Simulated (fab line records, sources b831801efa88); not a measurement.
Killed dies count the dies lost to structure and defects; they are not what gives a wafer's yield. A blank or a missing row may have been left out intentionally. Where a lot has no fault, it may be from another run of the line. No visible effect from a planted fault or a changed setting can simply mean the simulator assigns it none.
Problem report, 8D (eight disciplines) form, completed by code | flow gf180mcu | the parts of the form that need people (team, actions taken, sign-off) are left out

## 1. THE ISSUE
At GF_V2_CD_MEAS_14, cd-nm averages 251.4 nm over 6 wafers from 2 lots, while fault-free wafers read 260.0 nm, standard deviation 1.3. Relative to the usual mean, that is a shift of -6.6 standard deviations.
The step: target cd 260 nm.
The first sign was on wafer L694.1 at day 23 20:56, on cd-sem-01. The record has a number at this step for 39 wafers belonging to 13 lots. By rule, "out" or "out of limits" means more than 4 standard deviations away from the usual mean. The rest of the wafers with a number are treated as sound.

## 2. WHAT THIS IS AND IS NOT
question                    | is                     | is not
which readings at this step | cd-nm                  | -
which lots                  | L694, L695             | L684, L685, L690, L693, L696, L698, L699, L700, L703, L706, L707
which wafers of those lots  | all that have a number | -
read on which gauges        | cd-sem-01, cd-sem-02   | -
when                        | from day 23 20:56      | up to then (12 sound wafers); but 21 sound wafers of L696, L698, L699, L700, L703, L706, L707 came after

## 3. SUSPECTS, AND WHAT RULES EACH OUT
Counting: a tool at a process step up to the reading stays a suspect if it ran every lot that is out and no sound lot after the first of them.
- the gauge at GF_V2_CD_MEAS_14 has been ruled out. Those wafers that are out were read across 2 gauges (cd-sem-01, cd-sem-02).
- pvd-sputter-02 at GF_M2_SPUTTER_03 (material Ti, target thk 10 nm, time 6.7 s): ruled out as a lasting fault. Following L694 (day 21 21:16), the first lot on it that is out, the sound lots L696, L698, L699, L700 were run on it.
- litho-track-01 at GF_V2_SOFTBAKE_10 (time 60 s): kept. All lots that are out passed through it, beginning with L694 at day 23 09:00, and no sound lot followed; its final sound lot before that point was L693 at day 23 02:00. Its own heater-power-total-W, run-length-s readings are out on those wafers.
The count leaves litho-track-01 at GF_V2_SOFTBAKE_10.

## 4. THE CAUSE (what the simulator had put in)
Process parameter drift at GF_V2_SOFTBAKE_10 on litho-track-01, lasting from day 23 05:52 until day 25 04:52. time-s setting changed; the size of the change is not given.
Only this tool survived the counting.

## 5. THE CHAIN OF EFFECTS, in route order
Each row: a reading where the mean over the struck wafers with a number is more than 3 standard deviations away from the usual. Readings are gone through only where the record gives a usual standard deviation; hours: the median, over the lots, of the time from a lot's start at the first step in this table giving one to that lot's start at this step; sigmas: the change measured in usual standard deviations.
hours | step              | reading              | usual    | on struck wafers | change | sigmas
0     | GF_V2_SOFTBAKE_10 | heater-power-total-W | 93.05 W  | 111.24           | +18.19 | +99 or more
0     | GF_V2_SOFTBAKE_10 | run-length-s         | 89.10 s  | 63.74            | -25.36 | -99 or more
12    | GF_V2_CD_MEAS_14  | cd-nm                | 260.0 nm | 251.4            | -8.6   | -6.6
It contains these process steps:
- GF_V2_SOFTBAKE_10: time 60 s.
Readings that are blank on the struck wafers while sound wafers have them: plate-temp-C at GF_V2_SOFTBAKE_10.

## 6. HOW IT WOULD HAVE BEEN CAUGHT EARLIER
15 hours passed between the start of the fault at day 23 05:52 and the first reading out of limits at a measuring or inspecting step in this record, taken at day 23 20:56.
The tool's own readings at GF_V2_SOFTBAKE_10 were out on every struck wafer that the step has a row for (heater-power-total-W, run-length-s): an alarm limit on them would have fired on the first of those.
All the lots that are out (2) had begun GF_V2_SOFTBAKE_10 on litho-track-01 by day 23 20:56. Tool hold at that time: it would have spared none of them.
